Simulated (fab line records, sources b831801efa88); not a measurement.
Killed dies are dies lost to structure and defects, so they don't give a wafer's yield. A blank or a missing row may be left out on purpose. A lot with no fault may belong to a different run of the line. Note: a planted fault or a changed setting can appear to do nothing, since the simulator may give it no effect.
fab line records	flow sky130
record lots=15	wafers=45	lastDay=50
route steps=708 shown VT_ADJUST_HVTR@138 SONOS_TUNNEL@164 SONOS_ONO@171 PAD_OPEN@708
lots that met no fault: taken from a fault-free run of the same line
startH: the number of hours between the record's first day and the start of the first shown wafer of the lot	waitH: time in hours since the lot's previous step	" repeats the value in the row above	L1.1+2: several wafers, shown together as one row	- either no value or no given start	* or withheld: withheld	< > ~ a bound
route shown NAME@n: names a module that has steps shown in the file, with the first one's number in the route	usual: mean and standard deviation over wafers with no fault	same: alike in all rows	chamber/n: place in a boat	sites: the reading at each site	_std_site: how widely they spread, as a standard deviation	_edge_site: mean of outer sites minus mean of inner sites	radiusMm: for every site, how far away it sits from the centre of the wafer	mask NAME#n: copy n	behind: the most recent tool/chamber to have shaped the wafer	hold: why the lot went on hold/how many hours it stayed there/how the hold came to an end	device: transistor that didn't switch, given as n, p or np	end of line: tests run on the same wafers once the route is complete	a step without rows: its recipe alone	killed: count of dies lost to structure and defects at first sort (not the wafer's yield)	map: dies across one wafer; x = killed, . = not, _ = none there
set.NAME: the setting that was run; set.NAME@STEP: the one run at that earlier step	model.NAME: the simulator's own value behind a step, which no gauge read
route steps across a sampled set of lots; one table per step, one row per wafer
services: from which hour (startH, from the record's first day; less than 0 if before it) a tool's chamber was out of use, for how many hours, and why
## steps
# step SKY_VT_ADJUST_HVTR_CD_MEAS_07
# recipe targetCdNm=380
# usual cdNm=380.8/2.6
lot.wafer	tool	chamber	startH	waitH	cdNm
L724.1	cdSem-01	-	212.41	0.1	380.2
L724.2	"	-	"	"	380.7
L724.3	"	-	"	"	382.1
L725.2	cdSem-02	-	219.44	0.1	379.9
L725.3	"	-	"	"	377.8
L725.4	"	-	"	"	378.9
L729.2	cdSem-01	-	248.33	0.1	379.5
L729.3	"	-	"	"	378.5
L729.5	"	-	"	"	378.2
L728.1	cdSem-01	-	248.58	0.1	382.2
L728.2	"	-	"	"	382.7
L728.5	"	-	"	"	382.1
L730.3	cdSem-01	-	252.95	0.1	379.4
L730.4	"	-	"	"	381.8
L730.5	"	-	"	"	379.1
L731.3	cdSem-01	-	260.25	0.1	379.4
L731.5	"	-	"	"	379.5
L731.6	"	-	"	"	378.1
L732.1	cdSem-02	-	272.48	0.1	382.2
L732.2	"	-	"	"	380.7
L732.6	"	-	"	"	383.2
L733.1	cdSem-01	-	279.42	0.1	382.3
L733.2	"	-	"	"	383.0
L733.4	"	-	"	"	381.4
L734.1	cdSem-01	-	291.08	0.1	381.1
L734.2	"	-	"	"	380.9
L734.6	"	-	"	"	381.3
L735.3	cdSem-02	-	292.31	0.1	383.1
L735.4	"	-	"	"	382.8
L735.5	"	-	"	"	383.5
L736.1	cdSem-02	-	299.52	0.1	382.0
L736.3	"	-	"	"	383.6
L736.5	"	-	"	"	379.5
L737.1	cdSem-02	-	304.18	0.1	385.4
L737.3	"	-	"	"	383.2
L737.6	"	-	"	"	383.5
L743.2	cdSem-02	-	347.77	0.1	385.4
L743.4	"	-	"	"	384.2
L743.6	"	-	"	"	384.4
L744.1	cdSem-02	-	354.02	0.1	381.3
L744.3	"	-	"	"	381.9
L744.6	"	-	"	"	378.3
L745.1	cdSem-02	-	360.82	0.1	378.0
L745.3	"	-	"	"	378.6
L745.5	"	-	"	"	378.3
# step SKY_SONOS_TUNNEL_WET_ETCH_10
# recipe chemistry=dHF	targetDepthNm=14	target=SiO2	dilution=100:1	tempC=25	timeS=280
# usual bathHeatDutyPct=6.2/0.81	runLengthS=309/3.6
lot.wafer	tool	chamber	startH	waitH	bathHeatDutyPct	runLengthS
L724.1	wetBench-04	3	259.56	0.1	6.8	306
L724.2	"	3	"	"	6.8	306
L724.3	"	3	"	"	6.6	306
L725.2	wetBench-02	1	266.22	0.1	6.3	306
L725.3	"	1	"	"	5.5	306
L725.4	"	1	"	"	6.2	306
L729.2	wetBench-02	2	296.42	0.1	5.8	306
L729.3	"	2	"	"	4.8	306
L729.5	"	2	"	"	4.5	306
L728.1	wetBench-04	2	296.72	0.1	9.2	305
L728.2	"	2	"	"	8.7	305
L728.5	"	2	"	"	8.4	305
L730.3	wetBench-04	3	302.24	0.1	6.5	306
L730.4	"	3	"	"	6.1	306
L730.5	"	3	"	"	7.5	306
L731.3	wetBench-03	2	309.62	0.1	5.6	312
L731.5	"	2	"	"	6.2	312
L731.6	"	2	"	"	5.7	312
L732.1	wetBench-03	2	321.44	0.1	6.0	312
L732.2	"	2	"	"	6.2	312
L732.6	"	2	"	"	6.2	312
L733.1	wetBench-02	3	331.74	0.1	5.5	307
L733.2	"	3	"	"	6.6	307
L733.4	"	3	"	"	5.5	307
L734.1	wetBench-03	3	343.86	0.1	7.7	307
L734.2	"	3	"	"	7.8	307
L734.6	"	3	"	"	7.1	307
L735.3	wetBench-02	0	345.31	0.1	4.8	306
L735.4	"	0	"	"	5.4	306
L735.5	"	0	"	"	4.5	306
L736.1	wetBench-04	1	352.96	0.1	6.2	308
L736.3	"	1	"	"	8.1	308
L736.5	"	1	"	"	6.5	308
L737.1	wetBench-03	1	358.52	0.1	5.4	306
L737.3	"	1	"	"	6.4	306
L737.6	"	1	"	"	6.3	306
L743.2	wetBench-03	2	406.17	0.1	-	-
L743.4	"	2	"	"	-	-
L743.6	"	2	"	"	-	-
L744.1	wetBench-02	0	412.03	0.1	-	-
L744.3	"	0	"	"	-	-
L744.6	"	0	"	"	-	-
L745.1	wetBench-02	3	419.96	0.1	-	-
L745.3	"	3	"	"	-	-
L745.5	"	3	"	"	-	-
# step SKY_SONOS_ONO_THK_MEAS_03
# recipe reads=Si3N4_of_SONOS_ONO_CVD_02
# usual SONOS_ONO_CVD_02_THK=10.49/0.15
lot.wafer	tool	chamber	startH	waitH	SONOS_ONO_CVD_02_THK[nm]
L724.1	filmMetro-01	-	263.99	0.0	10.24
L724.2	"	-	"	"	10.23
L724.3	"	-	"	"	10.28
L725.2	filmMetro-02	-	272.68	0.0	10.68
L725.3	"	-	"	"	10.86
L725.4	"	-	"	"	10.75
L728.1	filmMetro-03	-	302.17	0.0	10.60
L728.2	"	-	"	"	10.51
L728.5	"	-	"	"	10.57
L729.2	filmMetro-02	-	302.18	0.0	10.45
L729.3	"	-	"	"	10.58
L729.5	"	-	"	"	10.39
L730.3	filmMetro-02	-	307.70	0.0	10.59
L730.4	"	-	"	"	10.58
L730.5	"	-	"	"	10.59
L731.3	filmMetro-01	-	313.72	0.0	10.42
L731.5	"	-	"	"	10.41
L731.6	"	-	"	"	10.38
L732.1	filmMetro-02	-	325.75	0.0	10.45
L732.2	"	-	"	"	10.36
L732.6	"	-	"	"	10.40
L733.1	filmMetro-03	-	336.39	0.0	10.53
L733.2	"	-	"	"	10.58
L733.4	"	-	"	"	10.63
L734.1	filmMetro-03	-	346.65	0.0	10.59
L734.2	"	-	"	"	10.52
L734.6	"	-	"	"	10.53
L735.3	filmMetro-02	-	352.21	0.0	10.45
L735.4	"	-	"	"	10.47
L735.5	"	-	"	"	10.53
L736.1	filmMetro-02	-	357.74	0.0	10.33
L736.3	"	-	"	"	10.25
L736.5	"	-	"	"	10.18
L737.1	filmMetro-01	-	362.29	0.0	10.56
L737.3	"	-	"	"	10.41
L737.6	"	-	"	"	10.51
# step SKY_SONOS_ONO_CD_MEAS_13
# recipe targetCdNm=410
# usual cdNm=410.5/2.5
lot.wafer	tool	chamber	startH	waitH	cdNm
L724.1	cdSem-01	-	294.75	0.1	411.3
L724.2	"	-	"	"	412.6
L724.3	"	-	"	"	409.4
L725.2	cdSem-01	-	298.22	0.1	409.4
L725.3	"	-	"	"	408.8
L725.4	"	-	"	"	410.4
L729.2	cdSem-01	-	328.92	0.2	408.9
L729.3	"	-	"	"	411.6
L729.5	"	-	"	"	410.0
L728.1	cdSem-01	-	329.15	0.1	412.7
L728.2	"	-	"	"	413.0
L728.5	"	-	"	"	414.8
L730.3	cdSem-02	-	335.16	0.1	413.5
L730.4	"	-	"	"	414.0
L730.5	"	-	"	"	416.3
L731.3	cdSem-01	-	341.66	0.1	407.9
L731.5	"	-	"	"	408.9
L731.6	"	-	"	"	407.8
L732.1	cdSem-01	-	353.72	0.1	410.6
L732.2	"	-	"	"	410.0
L732.6	"	-	"	"	410.4
L733.1	cdSem-02	-	365.17	0.1	407.0
L733.2	"	-	"	"	405.9
L733.4	"	-	"	"	407.9
L734.1	cdSem-01	-	375.30	0.1	410.7
L734.2	"	-	"	"	410.5
L734.6	"	-	"	"	411.3
L735.3	cdSem-01	-	381.21	0.1	410.7
L735.4	"	-	"	"	411.4
L735.5	"	-	"	"	408.5
L736.1	cdSem-02	-	387.57	0.1	414.6
L736.3	"	-	"	"	410.4
L736.5	"	-	"	"	413.2
L737.1	cdSem-01	-	392.67	0.1	408.3
L737.3	"	-	"	"	411.4
L737.6	"	-	"	"	410.7
# step SKY_PAD_OPEN_PROBE_99
# usual killed_at_M0_to_M3=43/7.1	killed_at_M4_up=3/1.7	killedAtContacts=25/5.6	killedAtFrontEnd=16/4.1	killedAtOther=0.2/0.49	killedDies=87/9.8	killedOnRim=17/3.8	killedOpen=47/7.6	killedShort=40/6.1
# same grossDies=492	killedAtBackSide=0
lot.wafer	tool	chamber	startH	waitH	killed_at_M0_to_M3	killed_at_M4_up	killedAtContacts	killedAtFrontEnd	killedAtOther	killedDies	killedOnRim	killedOpen	killedShort
L724.1	prober-02	-	1087.37	0.1	34	5	30	13	0	82	12	47	35
L724.2	prober-02	-	1087.42	0.1	32	1	18	15	1	67	16	34	33
L724.3	prober-02	-	1087.47	0.2	46	3	23	12	0	84	13	50	34
L725.2	prober-01	-	1090.59	0.1	36	4	25	17	0	82	18	47	35
L725.3	prober-01	-	1090.64	0.2	47	3	17	18	1	86	16	48	38
L725.4	prober-01	-	1090.69	0.2	48	5	23	16	0	92	19	43	49
L729.2	prober-02	-	1111.63	0.1	48	4	25	10	0	87	15	43	44
L729.3	prober-02	-	1111.68	0.2	47	2	17	19	0	85	7	49	36
L729.5	prober-02	-	1111.78	0.2	52	4	31	18	1	106	22	55	51
L728.1	prober-01	-	1113.32	0.1	46	1	25	6	0	78	15	43	35
L728.2	prober-01	-	1113.37	0.1	46	3	30	6	0	85	15	46	39
L728.5	prober-01	-	1113.52	0.2	43	1	33	13	0	90	15	48	42
L730.3	prober-02	-	1116.97	0.2	39	2	21	18	0	80	18	43	37
L730.4	prober-02	-	1117.02	0.2	41	3	27	14	0	85	23	46	39
L730.5	prober-02	-	1117.07	0.2	34	3	26	13	0	76	14	43	33
L731.3	prober-01	-	1121.24	0.2	41	4	22	26	1	94	20	44	50
L731.5	prober-01	-	1121.34	0.2	43	0	21	23	0	87	21	55	32
L731.6	prober-01	-	1121.39	0.2	37	3	31	13	0	84	20	48	36
L732.1	prober-02	-	1132.33	0.1	39	5	18	19	0	81	19	42	39
L732.2	prober-02	-	1132.38	0.1	40	2	21	15	0	78	18	40	38
L732.6	prober-02	-	1132.58	0.2	50	2	36	5	0	93	13	54	39
L733.1	prober-01	-	1138.64	0.1	48	5	22	14	0	89	20	46	43
L733.2	prober-01	-	1138.69	0.1	39	2	25	20	0	86	14	54	32
L733.4	prober-01	-	1138.79	0.2	48	1	22	17	1	89	17	50	39
L734.1	prober-02	-	1146.68	0.1	48	3	30	11	0	92	14	51	41
L734.2	prober-02	-	1146.73	0.1	52	3	26	16	0	97	18	55	42
L734.6	prober-02	-	1146.93	0.2	47	0	30	13	0	90	21	55	35
L735.3	prober-01	-	1148.67	0.2	41	5	36	19	0	101	27	52	49
L735.4	prober-01	-	1148.72	0.2	37	4	31	17	0	89	24	42	47
L735.5	prober-01	-	1148.77	0.2	58	2	27	14	0	101	20	55	46
L736.1	prober-01	-	1156.79	0.1	51	3	29	13	0	96	17	52	44
L736.3	prober-01	-	1156.89	0.2	40	2	26	19	0	87	15	46	41
L736.5	prober-01	-	1156.99	0.2	40	2	32	22	0	96	22	54	42
L737.1	prober-02	-	1157.44	0.1	45	5	32	16	0	98	16	62	36
L737.3	prober-02	-	1157.54	0.2	43	2	26	16	0	87	17	53	34
L737.6	prober-02	-	1157.69	0.2	58	7	36	16	1	118	24	68	50
L743.2	prober-02	-	1185.82	0.1	59	6	32	394	1	492	96	56	52
L743.4	prober-02	-	1185.92	0.2	34	2	36	420	0	492	96	39	42
L743.6	prober-02	-	1186.02	0.2	30	3	20	438	1	492	96	40	29
L744.1	prober-01	-	1190.22	0.1	39	1	22	430	0	492	96	41	41
L744.3	prober-01	-	1190.32	0.2	41	5	26	420	0	492	96	45	43
L744.6	prober-01	-	1190.47	0.2	41	4	27	420	0	492	96	53	37
L745.1	prober-02	-	1191.99	0.1	41	3	25	423	0	492	96	55	30
L745.3	prober-02	-	1192.09	0.2	41	1	20	430	0	492	96	44	36
L745.5	prober-02	-	1192.19	0.2	40	1	29	422	0	492	96	49	36
# killed by level:class
L724.1 CONTACT:geometricParticle:open=12 LI_CONTACT:geometricParticle:open=8 METAL2:geometricParticle:short=6 VIA1:geometricParticle:open=5 CONTACT:geometricParticle:short=4 METAL1:geometricParticle:short=4 VIA2:geometricParticle:open=4 VIA3:geometricParticle:open=4
L724.2 CONTACT:geometricParticle:open=8 VIA1:geometricParticle:open=8 LOCAL_INTERCONNECT:geometricParticle:short=5 VIA1:geometricParticle:short=5 FIELD_ISO:geometricParticle:short=4 FIELD_ISO:geometricParticle:open=4 POLY_GATE:geometricParticle:open=4 METAL3:geometricParticle:short=4
L724.3 LI_CONTACT:geometricParticle:open=9 VIA2:geometricParticle:open=9 VIA1:geometricParticle:open=8 CONTACT:geometricParticle:open=7 FIELD_ISO:geometricParticle:open=6 VIA2:geometricParticle:short=6 VIA1:geometricParticle:short=5 VIA3:geometricParticle:open=5
L725.2 VIA1:geometricParticle:open=17 CONTACT:geometricParticle:open=8 FIELD_ISO:geometricParticle:short=7 LI_CONTACT:geometricParticle:open=6 VIA2:geometricParticle:open=5 LOCAL_INTERCONNECT:geometricParticle:short=4 CONTACT:geometricParticle:short=4 METAL4:geometricParticle:short=4
L725.3 VIA2:geometricParticle:open=9 CONTACT:geometricParticle:open=8 VIA1:geometricParticle:open=8 METAL2:geometricParticle:short=7 VIA3:geometricParticle:open=7 FIELD_ISO:geometricParticle:open=5 FIELD_ISO:geometricParticle:short=4 METAL3:geometricParticle:short=4
L725.4 CONTACT:geometricParticle:open=10 VIA1:geometricParticle:open=10 VIA3:geometricParticle:open=6 POLY_GATE:geometricParticle:short=5 LOCAL_INTERCONNECT:geometricParticle:short=5 METAL2:geometricParticle:short=5 METAL1:geometricParticle:short=5 METAL3:geometricParticle:short=5
L729.2 VIA1:geometricParticle:short=11 CONTACT:geometricParticle:open=11 VIA1:geometricParticle:open=9 LI_CONTACT:geometricParticle:open=6 METAL1:geometricParticle:short=6 VIA2:geometricParticle:open=6 METAL2:geometricParticle:short=5 POLY_GATE:geometricParticle:short=4
L729.3 VIA1:geometricParticle:open=9 LI_CONTACT:geometricParticle:open=8 VIA3:geometricParticle:open=8 METAL2:geometricParticle:short=6 FIELD_ISO:geometricParticle:short=5 CONTACT:geometricParticle:open=5 METAL1:geometricParticle:short=5 VIA2:geometricParticle:open=5
L729.5 CONTACT:geometricParticle:open=13 VIA1:geometricParticle:open=9 FIELD_ISO:geometricParticle:short=7 LI_CONTACT:geometricParticle:open=7 VIA1:geometricParticle:short=7 VIA3:geometricParticle:open=7 VIA2:geometricParticle:open=6 VIA2:geometricParticle:short=6
L728.1 VIA1:geometricParticle:open=12 LI_CONTACT:geometricParticle:open=9 VIA1:geometricParticle:short=8 CONTACT:geometricParticle:open=6 VIA2:geometricParticle:open=6 METAL2:geometricParticle:short=5 CONTACT:geometricParticle:short=4 METAL2:geometricParticle:open=4
L728.2 CONTACT:geometricParticle:open=10 LI_CONTACT:geometricParticle:open=8 LOCAL_INTERCONNECT:geometricParticle:short=8 METAL2:geometricParticle:short=8 VIA1:geometricParticle:short=6 VIA1:geometricParticle:open=6 VIA2:geometricParticle:open=6 VIA3:geometricParticle:open=5
L728.5 VIA1:geometricParticle:open=10 CONTACT:geometricParticle:open=9 VIA2:geometricParticle:open=8 LI_CONTACT:geometricParticle:open=7 LI_CONTACT:geometricParticle:short=6 METAL1:geometricParticle:short=6 METAL2:geometricParticle:short=6 CONTACT:geometricParticle:short=5
L730.3 FIELD_ISO:geometricParticle:short=11 CONTACT:geometricParticle:open=9 VIA3:geometricParticle:open=9 VIA1:geometricParticle:open=6 METAL2:geometricParticle:short=5 LI_CONTACT:geometricParticle:open=4 METAL1:geometricParticle:short=4 VIA3:geometricParticle:short=4
L730.4 LI_CONTACT:geometricParticle:open=9 VIA1:geometricParticle:open=9 VIA2:geometricParticle:open=9 LOCAL_INTERCONNECT:geometricParticle:short=7 CONTACT:geometricParticle:open=5 CONTACT:geometricParticle:short=5 METAL1:geometricParticle:short=5 VIA3:geometricParticle:open=5
L730.5 CONTACT:geometricParticle:open=10 LI_CONTACT:geometricParticle:open=7 VIA1:geometricParticle:open=7 POLY_GATE:geometricParticle:open=6 VIA1:geometricParticle:short=5 VIA3:geometricParticle:open=5 POLY_GATE:geometricParticle:short=4 LI_CONTACT:geometricParticle:short=4
L731.3 CONTACT:geometricParticle:open=7 VIA2:geometricParticle:open=7 POLY_GATE:geometricParticle:open=6 LI_CONTACT:geometricParticle:open=6 METAL1:geometricParticle:short=6 VIA3:geometricParticle:open=6 SPACER:geometricParticle:short=5 LOCAL_INTERCONNECT:geometricParticle:short=5
L731.5 VIA3:geometricParticle:open=9 CONTACT:geometricParticle:open=9 VIA1:geometricParticle:open=9 VIA2:geometricParticle:open=8 FIELD_ISO:geometricParticle:open=7 POLY_GATE:geometricParticle:short=7 METAL1:geometricParticle:short=6 LI_CONTACT:geometricParticle:open=5
L731.6 CONTACT:geometricParticle:open=12 LI_CONTACT:geometricParticle:open=9 VIA2:geometricParticle:open=8 LOCAL_INTERCONNECT:geometricParticle:short=7 METAL2:geometricParticle:short=6 VIA2:geometricParticle:short=5 VIA1:geometricParticle:short=5 VIA1:geometricParticle:open=4
L732.1 VIA2:geometricParticle:open=8 FIELD_ISO:geometricParticle:short=7 LI_CONTACT:geometricParticle:open=6 CONTACT:geometricParticle:open=6 VIA1:geometricParticle:short=6 VIA3:geometricParticle:open=5 METAL3:geometricParticle:short=5 POLY_GATE:geometricParticle:open=3
L732.2 VIA2:geometricParticle:open=8 VIA1:geometricParticle:open=7 VIA3:geometricParticle:short=7 LOCAL_INTERCONNECT:geometricParticle:short=6 VIA1:geometricParticle:short=5 FIELD_ISO:geometricParticle:open=4 FIELD_ISO:geometricParticle:short=4 LI_CONTACT:geometricParticle:open=4
L732.6 VIA1:geometricParticle:open=12 CONTACT:geometricParticle:open=12 LI_CONTACT:geometricParticle:open=9 CONTACT:geometricParticle:short=7 VIA3:geometricParticle:open=6 VIA1:geometricParticle:short=6 METAL2:geometricParticle:short=5 LOCAL_INTERCONNECT:geometricParticle:short=5
L733.1 LI_CONTACT:geometricParticle:open=8 VIA3:geometricParticle:open=7 VIA2:geometricParticle:open=7 VIA1:geometricParticle:open=7 METAL1:geometricParticle:short=6 POLY_GATE:geometricParticle:open=5 CONTACT:geometricParticle:short=5 VIA2:geometricParticle:short=5
L733.2 VIA1:geometricParticle:open=9 LI_CONTACT:geometricParticle:open=9 CONTACT:geometricParticle:open=9 POLY_GATE:geometricParticle:short=7 FIELD_ISO:geometricParticle:open=6 METAL1:geometricParticle:short=6 METAL2:geometricParticle:open=6 VIA3:geometricParticle:open=6
L733.4 VIA1:geometricParticle:open=10 VIA3:geometricParticle:open=8 VIA2:geometricParticle:open=8 LI_CONTACT:geometricParticle:open=7 CONTACT:geometricParticle:open=7 METAL2:geometricParticle:short=7 POLY_GATE:geometricParticle:open=5 POLY_GATE:geometricParticle:short=5
L734.1 CONTACT:geometricParticle:open=14 VIA1:geometricParticle:open=8 METAL1:geometricParticle:short=7 LI_CONTACT:geometricParticle:open=6 METAL2:geometricParticle:short=6 VIA3:geometricParticle:open=6 CONTACT:geometricParticle:short=5 VIA2:geometricParticle:open=5
L734.2 VIA3:geometricParticle:open=12 CONTACT:geometricParticle:open=10 VIA1:geometricParticle:open=9 METAL2:geometricParticle:short=8 VIA2:geometricParticle:open=8 POLY_GATE:geometricParticle:short=7 POLY_GATE:geometricParticle:open=6 METAL1:geometricParticle:short=6
L734.6 CONTACT:geometricParticle:open=18 VIA1:geometricParticle:open=16 LI_CONTACT:geometricParticle:open=6 VIA1:geometricParticle:short=6 METAL2:geometricParticle:short=6 VIA3:geometricParticle:open=6 POLY_GATE:geometricParticle:short=4 CONTACT:geometricParticle:short=4
L735.3 CONTACT:geometricParticle:open=17 LI_CONTACT:geometricParticle:open=9 METAL2:geometricParticle:short=8 VIA1:geometricParticle:open=7 FIELD_ISO:geometricParticle:short=6 VIA2:geometricParticle:open=6 VIA1:geometricParticle:short=5 POLY_GATE:geometricParticle:short=4
L735.4 LI_CONTACT:geometricParticle:open=10 VIA1:geometricParticle:open=9 METAL2:geometricParticle:short=9 FIELD_ISO:geometricParticle:short=7 CONTACT:geometricParticle:open=7 VIA2:geometricParticle:open=7 LI_CONTACT:geometricParticle:short=6 LOCAL_INTERCONNECT:geometricParticle:short=6
L735.5 VIA1:geometricParticle:open=18 METAL1:geometricParticle:short=12 LI_CONTACT:geometricParticle:open=10 CONTACT:geometricParticle:open=7 FIELD_ISO:geometricParticle:short=6 VIA2:geometricParticle:open=6 LOCAL_INTERCONNECT:geometricParticle:short=4 METAL2:geometricParticle:short=4
L736.1 VIA1:geometricParticle:open=17 LI_CONTACT:geometricParticle:open=10 CONTACT:geometricParticle:short=7 VIA2:geometricParticle:open=7 FIELD_ISO:geometricParticle:open=6 CONTACT:geometricParticle:open=6 VIA1:geometricParticle:short=6 METAL2:geometricParticle:short=5
L736.3 VIA1:geometricParticle:open=13 CONTACT:geometricParticle:open=10 POLY_GATE:geometricParticle:open=5 LI_CONTACT:geometricParticle:open=5 LOCAL_INTERCONNECT:geometricParticle:short=5 METAL1:geometricParticle:short=5 VIA3:geometricParticle:open=5 FIELD_ISO:geometricParticle:short=4
L736.5 CONTACT:geometricParticle:open=13 VIA1:geometricParticle:open=12 FIELD_ISO:geometricParticle:short=9 LI_CONTACT:geometricParticle:open=7 VIA3:geometricParticle:open=7 POLY_GATE:geometricParticle:short=6 METAL1:geometricParticle:short=4 LOCAL_INTERCONNECT:geometricParticle:open=4
L737.1 CONTACT:geometricParticle:open=18 VIA1:geometricParticle:open=10 VIA3:geometricParticle:open=8 FIELD_ISO:geometricParticle:open=6 LI_CONTACT:geometricParticle:open=6 POLY_GATE:geometricParticle:open=5 METAL2:geometricParticle:short=5 METAL4:geometricParticle:short=5
L737.3 VIA1:geometricParticle:open=10 CONTACT:geometricParticle:open=9 VIA3:geometricParticle:open=8 LI_CONTACT:geometricParticle:open=6 VIA2:geometricParticle:open=6 POLY_GATE:geometricParticle:open=4 LOCAL_INTERCONNECT:geometricParticle:short=4 CONTACT:geometricParticle:short=4
L737.6 VIA1:geometricParticle:open=14 CONTACT:geometricParticle:open=13 VIA2:geometricParticle:open=12 CONTACT:geometricParticle:short=11 LI_CONTACT:geometricParticle:open=6 METAL3:geometricParticle:short=6 FIELD_ISO:geometricParticle:short=5 METAL2:geometricParticle:short=5
L743.2 SONOS_TUNNEL:areaEtch=384 VIA3:geometricParticle:open=12 CONTACT:geometricParticle:open=12 LI_CONTACT:geometricParticle:open=8 VIA1:geometricParticle:open=8 VIA1:geometricParticle:short=7 METAL2:geometricParticle:short=6 FIELD_ISO:geometricParticle:short=5
L743.4 SONOS_TUNNEL:areaEtch=411 CONTACT:geometricParticle:open=11 LI_CONTACT:geometricParticle:open=9 CONTACT:geometricParticle:short=8 VIA3:geometricParticle:open=7 VIA1:geometricParticle:open=7 LOCAL_INTERCONNECT:geometricParticle:short=6 POLY_GATE:geometricParticle:short=5
L743.6 SONOS_TUNNEL:areaEtch=423 VIA1:geometricParticle:open=9 FIELD_ISO:geometricParticle:open=7 CONTACT:geometricParticle:open=6 VIA1:geometricParticle:short=5 VIA2:geometricParticle:open=5 POLY_GATE:geometricParticle:open=4 LOCAL_INTERCONNECT:geometricParticle:short=4
L744.1 SONOS_TUNNEL:areaEtch=410 METAL1:geometricParticle:short=10 CONTACT:geometricParticle:open=9 VIA1:geometricParticle:open=8 CONTACT:geometricParticle:short=6 SPACER:geometricParticle:short=5 VIA1:geometricParticle:short=5 VIA3:geometricParticle:open=5
L744.3 SONOS_TUNNEL:areaEtch=404 VIA1:geometricParticle:open=12 CONTACT:geometricParticle:open=10 VIA3:geometricParticle:short=8 LI_CONTACT:geometricParticle:open=7 CONTACT:geometricParticle:short=6 METAL1:geometricParticle:short=5 METAL4:geometricParticle:short=5
L744.6 SONOS_TUNNEL:areaEtch=402 VIA1:geometricParticle:open=17 CONTACT:geometricParticle:open=12 LOCAL_INTERCONNECT:geometricParticle:short=8 VIA2:geometricParticle:open=8 FIELD_ISO:geometricParticle:short=7 LI_CONTACT:geometricParticle:open=5 FIELD_ISO:geometricParticle:open=4
L745.1 SONOS_TUNNEL:areaEtch=407 CONTACT:geometricParticle:open=15 VIA1:geometricParticle:short=8 VIA1:geometricParticle:open=8 FIELD_ISO:geometricParticle:open=5 LI_CONTACT:geometricParticle:open=5 POLY_GATE:geometricParticle:open=4 VIA2:geometricParticle:short=4
L745.3 SONOS_TUNNEL:areaEtch=412 LI_CONTACT:geometricParticle:open=8 VIA1:geometricParticle:open=8 METAL2:geometricParticle:short=7 VIA3:geometricParticle:open=6 VIA2:geometricParticle:open=5 FIELD_ISO:geometricParticle:open=4 METAL1:geometricParticle:short=4
L745.5 SONOS_TUNNEL:areaEtch=407 VIA1:geometricParticle:open=12 CONTACT:geometricParticle:open=10 LI_CONTACT:geometricParticle:open=9 VIA2:geometricParticle:open=7 CONTACT:geometricParticle:short=5 VIA3:geometricParticle:short=4 POLY_GATE:geometricParticle:short=4
## services
tool	chamber	startH	hours	kind
wetBench-04	-	374.74	1.4	repair
## key
firstSign step=SKY_SONOS_TUNNEL_WET_ETCH_10	reading=toolRecord	direction=missing
effect step=SKY_PAD_OPEN_PROBE_99	reading=killedAtFrontEnd	direction=up	sigmas=99+	usual=16	struck=422
moreKillsBornAt SKY_SONOS_TUNNEL_WET_ETCH_10@wetBench-02=2442	SKY_SONOS_TUNNEL_WET_ETCH_10@wetBench-03=1218
metAt SKY_SONOS_TUNNEL_WET_ETCH_10
struckLots L743,L744,L745
laterRowsLeftOut L743.2,L743.4,L743.6,L744.1,L744.3,L744.6,L745.1,L745.3,L745.5
testerLeftOut L743,L744,L745
notActingAt SKY_VT_ADJUST_HVTR_CD_MEAS_07,SKY_SONOS_ONO_THK_MEAS_03,SKY_SONOS_ONO_CD_MEAS_13
onsetBetween 358.52 406.17
fault kind=skippedStepWhole	tool=wetBench-02,wetBench-03	chamber=-	onsetH=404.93	steps=SKY_SONOS_TUNNEL_WET_ETCH_10	scope=struckLotsOnly
# testerLeftOut: of these lots the tester's yield and bins aren't shown, on N5 and GAA mostly nor the transistor test; their killed dies are dies lost to structure and defects alone, not to doping, threshold or leakage, so they don't give the yield
# laterRowsLeftOut: the simulator's readings of these wafers behind a module that went badly wrong aren't trusted and aren't shown, but for the sort
